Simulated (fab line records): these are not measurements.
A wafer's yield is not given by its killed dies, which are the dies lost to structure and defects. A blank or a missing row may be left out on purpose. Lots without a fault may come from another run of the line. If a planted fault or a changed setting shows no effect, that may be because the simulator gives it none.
fab line records + flow sky130
record:
- lots: 5
- wafers: 15
- lastDay: 49
route steps=708 shown CONTACT@412
lots that met no fault: taken from a fault-free run of the same line
startH: the number of hours between the record's first day and the start of the first shown wafer of the lot + waitH: hours since the lot's step before + " the same as in the row above + L1.1+2: one row covering several wafers at once + - no value, or no start was given + * or withheld: withheld + < > ~ a bound
route shown NAME@n: names a module that has steps shown in the file, with the first one's number in the route + usual: the fault-free wafers' mean and standard deviation + same: alike in all rows + chamber/n: place in a boat + sites: per-site readings + _std_site: the standard deviation of these + _edge_site: inner sites' mean taken away from outer sites' mean + radiusMm: for every site, how far away it sits from the centre of the wafer + mask NAME#n: copy n + behind: the tool/chamber that last shaped the wafer + hold: why the lot was held/for how many hours/how that ended + device: names the non-switching transistor (n, p or np) + end of line: the same wafers' tests at the end of the route + where a step has no rows: the recipe by itself + killed: dies that structure and defects cost at the first sort, which is not the same as the wafer's yield + map: shows each die of a wafer: x if killed, . if not, _ if none is there
set.NAME: the setting the step ran with; set.NAME@STEP: the setting that earlier step ran with + model.NAME: the simulator's own value behind a step, which no gauge read
lots at selected steps of the route; one table per step, one row per wafer
services: from which hour (startH, from the record's first day; less than 0 if before it) a tool's chamber was out of use, for how many hours, and why
== steps ==
step: SKY_CONTACT_DEHYDRATE_06
recipe:
- tempC: 200
- timeS: 60
| lot.wafer  | tool          | chamber | startH | waitH |
|------------|---------------|---------|--------|-------|
| L074.1+2+6 | lithoTrack-02 | 0       | 719.19 | 12.6  |
| L077.1+4+6 | lithoTrack-01 | 0       | 745.03 | 12.9  |
| L083.4+5+6 | lithoTrack-02 | 0       | 799.87 | 12.8  |
| L092.1+2+4 | lithoTrack-02 | 0       | 868.39 | 12.7  |
| L093.1+4+6 | lithoTrack-01 | 0       | 870.89 | 13.4  |
step: SKY_CONTACT_HMDS_07
recipe:
- primeTimeS: 60
- primeTempC: 120
same:
- primeTimeS: 60
| lot.wafer  | tool          | chamber | startH | waitH |
|------------|---------------|---------|--------|-------|
| L074.1+2+6 | lithoTrack-02 | 0       | 719.34 | 0.1   |
| L077.1+4+6 | lithoTrack-01 | 0       | 745.18 | 0.1   |
| L083.4+5+6 | lithoTrack-02 | 0       | 800.02 | 0.1   |
| L092.1+2+4 | lithoTrack-02 | 0       | 868.54 | 0.1   |
| L093.1+4+6 | lithoTrack-01 | 0       | 871.04 | 0.1   |
step: SKY_CONTACT_COAT_08
recipe:
- resist: BARC
- tempC: withheld
- timeS: withheld
- spinRpm: 3000
- resistThkNm: 60
| lot.wafer  | tool          | chamber | startH | waitH |
|------------|---------------|---------|--------|-------|
| L074.1+2+6 | lithoTrack-02 | 0       | 719.49 | 0.1   |
| L077.1+4+6 | lithoTrack-01 | 0       | 745.33 | 0.1   |
| L083.4+5+6 | lithoTrack-02 | 0       | 800.17 | 0.1   |
| L092.1+2+4 | lithoTrack-02 | 0       | 868.69 | 0.1   |
| L093.1+4+6 | lithoTrack-01 | 0       | 871.19 | 0.1   |
step: SKY_CONTACT_COAT_09
recipe:
- resist: KrF-thick
- spinRpm: 3000
- resistThkNm: 450
| lot.wafer  | tool          | chamber | startH | waitH |
|------------|---------------|---------|--------|-------|
| L074.1+2+6 | lithoTrack-02 | 0       | -      | -     |
| L077.1+4+6 | lithoTrack-01 | 0       | -      | -     |
| L083.4+5+6 | lithoTrack-02 | 0       | -      | -     |
| L092.1+2+4 | lithoTrack-02 | 0       | -      | -     |
| L093.1+4+6 | lithoTrack-01 | 0       | -      | -     |
step: SKY_CONTACT_SOFTBAKE_10
recipe:
- tempC: 100
- timeS: 90
- resist: KrF-thick
| lot.wafer  | tool          | chamber | startH | waitH |
|------------|---------------|---------|--------|-------|
| L074.1+2+6 | lithoTrack-02 | 0       | -      | -     |
| L077.1+4+6 | lithoTrack-01 | 0       | -      | -     |
| L083.4+5+6 | lithoTrack-02 | 0       | -      | -     |
| L092.1+2+4 | lithoTrack-02 | 0       | -      | -     |
| L093.1+4+6 | lithoTrack-01 | 0       | -      | -     |
step: SKY_CONTACT_EXPOSE_11
recipe:
- maskId: CTM1
- na: 0.8
- sourceShape: annular
- sigmaInner: 0.55
- sigmaOuter: 0.85
- targetCdNm: 170
- doseMj: 38
| lot.wafer  | tool          | chamber | startH | waitH | mask   |
|------------|---------------|---------|--------|-------|--------|
| L074.1+2+6 | krfScanner-01 | 0       | -      | -     | CTM1#0 |
| L077.1+4+6 | krfScanner-01 | 0       | -      | -     | CTM1#0 |
| L083.4+5+6 | krfScanner-01 | 0       | -      | -     | CTM1#0 |
| L092.1+2+4 | krfScanner-02 | 0       | -      | -     | CTM1#0 |
| L093.1+4+6 | krfScanner-02 | 0       | -      | -     | CTM1#0 |
step: SKY_CONTACT_PEB_12
recipe:
- pebTempC: withheld
- pebTimeS: withheld
- resist: KrF-thick
| lot.wafer  | tool          | chamber | startH | waitH |
|------------|---------------|---------|--------|-------|
| L074.1+2+6 | lithoTrack-01 | 0       | -      | -     |
| L077.1+4+6 | lithoTrack-02 | 0       | -      | -     |
| L083.4+5+6 | lithoTrack-01 | 0       | -      | -     |
| L092.1+2+4 | lithoTrack-04 | 0       | -      | -     |
| L093.1+4+6 | lithoTrack-04 | 0       | -      | -     |
step: SKY_CONTACT_DEVELOP_13
recipe:
- developTimeS: 60
- resist: KrF-thick
- devTempC: 21
usual:
- developerTempC: 21.00/0.1
| lot.wafer | tool          | chamber | startH | waitH | developerTempC |
|-----------|---------------|---------|--------|-------|----------------|
| L074.1    | lithoTrack-01 | 0       | -      | -     | 20.91          |
| L074.2    | "             | 0       | "      | "     | 21.05          |
| L074.6    | "             | 0       | "      | "     | 20.98          |
| L077.1    | lithoTrack-02 | 0       | -      | -     | 21.05          |
| L077.4    | "             | 0       | "      | "     | 21.15          |
| L077.6    | "             | 0       | "      | "     | 20.94          |
| L083.4    | lithoTrack-01 | 0       | -      | -     | 20.98          |
| L083.5    | "             | 0       | "      | "     | 20.94          |
| L083.6    | "             | 0       | "      | "     | 21.12          |
| L092.1    | lithoTrack-04 | 0       | -      | -     | 21.01          |
| L092.2    | "             | 0       | "      | "     | 21.09          |
| L092.4    | "             | 0       | "      | "     | 21.01          |
| L093.1    | lithoTrack-04 | 0       | -      | -     | 20.99          |
| L093.4    | "             | 0       | "      | "     | 20.96          |
| L093.6    | "             | 0       | "      | "     | 20.98          |
step: SKY_CONTACT_CD_MEAS_14
recipe:
- targetCdNm: 170
usual:
- cdNm: 169.9/1.4
| lot.wafer | tool     | chamber | startH | waitH | cdNm  |
|-----------|----------|---------|--------|-------|-------|
| L074.1    | cdSem-02 | -       | 734.33 | -     | 170.8 |
| L074.2    | "        | -       | "      | "     | 169.9 |
| L074.6    | "        | -       | "      | "     | 170.2 |
| L077.1    | cdSem-01 | -       | 759.54 | -     | 170.1 |
| L077.4    | "        | -       | "      | "     | 170.3 |
| L077.6    | "        | -       | "      | "     | 168.3 |
| L083.4    | cdSem-02 | -       | 814.80 | -     | 171.6 |
| L083.5    | "        | -       | "      | "     | 171.0 |
| L083.6    | "        | -       | "      | "     | 170.8 |
| L092.1    | cdSem-02 | -       | 881.90 | -     | 169.6 |
| L092.2    | "        | -       | "      | "     | 170.9 |
| L092.4    | "        | -       | "      | "     | 169.9 |
| L093.1    | cdSem-02 | -       | 883.50 | -     | 169.4 |
| L093.4    | "        | -       | "      | "     | 169.7 |
| L093.6    | "        | -       | "      | "     | 169.9 |
step: SKY_CONTACT_OVL_MEAS_15
usual:
- CONTACT_OVL: -1/6
| lot.wafer | tool       | chamber | startH | waitH | CONTACT_OVL[nm] |
|-----------|------------|---------|--------|-------|-----------------|
| L074.1    | overlay-02 | -       | 734.45 | 0.1   | -4              |
| L074.2    | "          | -       | "      | "     | -3              |
| L074.6    | "          | -       | "      | "     | -6              |
| L077.1    | overlay-01 | -       | 759.66 | 0.1   | 10              |
| L077.4    | "          | -       | "      | "     | 14              |
| L077.6    | "          | -       | "      | "     | 9               |
| L083.4    | overlay-01 | -       | 814.87 | 0.1   | 2               |
| L083.5    | "          | -       | "      | "     | -4              |
| L083.6    | "          | -       | "      | "     | 2               |
| L092.1    | overlay-02 | -       | 882.02 | 0.1   | -1              |
| L092.2    | "          | -       | "      | "     | 4               |
| L092.4    | "          | -       | "      | "     | 3               |
| L093.1    | overlay-02 | -       | 883.62 | 0.1   | -4              |
| L093.4    | "          | -       | "      | "     | -8              |
| L093.6    | "          | -       | "      | "     | -4              |
step: SKY_CONTACT_ETCH_16
recipe:
- chemistry: N2/H2
- target: BARC
- ionEnergyEv: 200
- sourceW: 500
- biasW: 100
- pressureMtorr: 30
- n2FlowSccm: 100
- h2FlowSccm: 200
- stopOn: SiO2
- timeS: 45.9
- targetDepthA: 600
usual:
- drypumpMotorCurrentA: 5.6/0.44
- oesProductAu: 0.855/0.0043
- throttleValvePct: 13.225/0.0093
| lot.wafer | tool       | chamber | startH | waitH | drypumpMotorCurrentA | oesProductAu | rfHoursCounterH | throttleValvePct |
|-----------|------------|---------|--------|-------|----------------------|--------------|-----------------|------------------|
| L074.1    | rieDiel-04 | 2       | 734.49 | 0.0   | 6.1                  | 0.852        | 4               | 13.219           |
| L074.2    | "          | 1       | "      | "     | 6.2                  | 0.853        | 18              | 13.209           |
| L074.6    | "          | 1       | "      | "     | 6.2                  | 0.850        | -               | 13.218           |
| L077.1    | rieDiel-02 | 2       | 759.70 | 0.0   | 5.2                  | 0.846        | 16              | 13.239           |
| L077.4    | "          | 0       | "      | "     | 5.0                  | 0.854        | 2               | 13.215           |
| L077.6    | "          | 1       | "      | "     | 6.0                  | 0.855        | -               | 13.228           |
| L083.4    | rieDiel-02 | 0       | 814.89 | 0.0   | 5.0                  | 0.850        | 4               | 13.224           |
| L083.5    | "          | 0       | "      | "     | 5.0                  | 0.852        | -               | 13.224           |
| L083.6    | "          | 1       | "      | "     | 6.0                  | 0.852        | -               | 13.216           |
| L092.1    | rieDiel-04 | 2       | 882.06 | 0.0   | 6.1                  | 0.848        | 9               | 13.218           |
| L092.2    | "          | 3       | "      | "     | 5.9                  | 0.851        | 11              | 13.235           |
| L092.4    | "          | 1       | "      | "     | 6.2                  | 0.849        | 23              | 13.236           |
| L093.1    | rieDiel-02 | 3       | 883.66 | 0.0   | 6.0                  | 0.851        | 26              | 13.234           |
| L093.4    | "          | 2       | "      | "     | 5.2                  | 0.852        | 19              | 13.218           |
| L093.6    | "          | 0       | "      | "     | 5.0                  | 0.860        | -               | 13.220           |
step: SKY_CONTACT_ETCH_17
recipe:
- target: SiO2
- chemistry: C4F8/O2/Ar
- stopOn: Si3N4
- maskMaterial: KrF-thick
- sourceW: 1500
- biasW: 1200
- pressureMtorr: 40
- c4f8FlowSccm: withheld
- O2_flow_sccm: 6
- Ar_flow_sccm: 300
- timeS: withheld
- targetDepthA: 3400
usual:
- oesProductAu: 0.891/0.0049
| lot.wafer | tool       | chamber | startH | waitH | oesProductAu |
|-----------|------------|---------|--------|-------|--------------|
| L074.1    | rieDiel-04 | 2       | 734.53 | 0.0   | 0.888        |
| L074.2    | "          | 1       | "      | "     | 0.884        |
| L074.6    | "          | 1       | "      | "     | 0.889        |
| L077.1    | rieDiel-02 | 2       | 759.74 | 0.0   | 0.898        |
| L077.4    | "          | 0       | "      | "     | 0.897        |
| L077.6    | "          | 1       | "      | "     | 0.889        |
| L083.4    | rieDiel-02 | 0       | 814.93 | 0.0   | 0.891        |
| L083.5    | "          | 0       | "      | "     | 0.892        |
| L083.6    | "          | 1       | "      | "     | 0.885        |
| L092.1    | rieDiel-04 | 2       | 882.10 | 0.0   | 0.897        |
| L092.2    | "          | 3       | "      | "     | 0.899        |
| L092.4    | "          | 1       | "      | "     | 0.896        |
| L093.1    | rieDiel-02 | 3       | 883.70 | 0.0   | 0.895        |
| L093.4    | "          | 2       | "      | "     | 0.890        |
| L093.6    | "          | 0       | "      | "     | 0.895        |
== services ==
| tool          | chamber | startH | hours | kind                     |
|---------------|---------|--------|-------|--------------------------|
| krfScanner-02 | -       | 711.01 | 1.1   | repair                   |
| krfScanner-02 | -       | 712.91 | 1.0   | pm                       |
| rieDiel-02    | 3       | 713.31 | 10.1  | repair                   |
| rieDiel-04    | -       | 714.89 | 14.6  | pm                       |
| krfScanner-02 | -       | 726.39 | 0.2   | repair                   |
| krfScanner-01 | -       | 731.98 | 0.8   | pm                       |
| krfScanner-01 | -       | 733.17 | 0.3   | repair                   |
| krfScanner-01 | -       | 744.07 | 1.0   | pm                       |
| rieDiel-02    | -       | 748.16 | 0.3   | repair                   |
| krfScanner-02 | -       | 764.90 | 1.3   | pm                       |
| rieDiel-02    | 2       | 769.92 | 24.9  | repair                   |
| rieDiel-04    | 0       | 775.09 | 14.6  | repair                   |
| rieDiel-04    | -       | 775.55 | 1.8   | repair                   |
| krfScanner-02 | -       | 776.04 | 3.5   | repair                   |
| krfScanner-01 | -       | 779.52 | 4.0   | pm                       |
| krfScanner-01 | 0       | 795.22 | -     | calibration              |
| krfScanner-02 | -       | 796.03 | 3.6   | pm                       |
| rieDiel-04    | 3       | 808.71 | 11.8  | repair                   |
| lithoTrack-01 | -       | 812.46 | -     | consumableReplace:filter |
| krfScanner-01 | -       | 814.95 | 1.3   | pm                       |
| krfScanner-02 | -       | 832.63 | 0.8   | pm                       |
| rieDiel-04    | -       | 853.74 | 2.8   | pm                       |
| rieDiel-04    | 1       | 858.87 | 8.6   | repair                   |
| krfScanner-01 | -       | 874.39 | 11.6  | pm                       |
== key ==
fault none
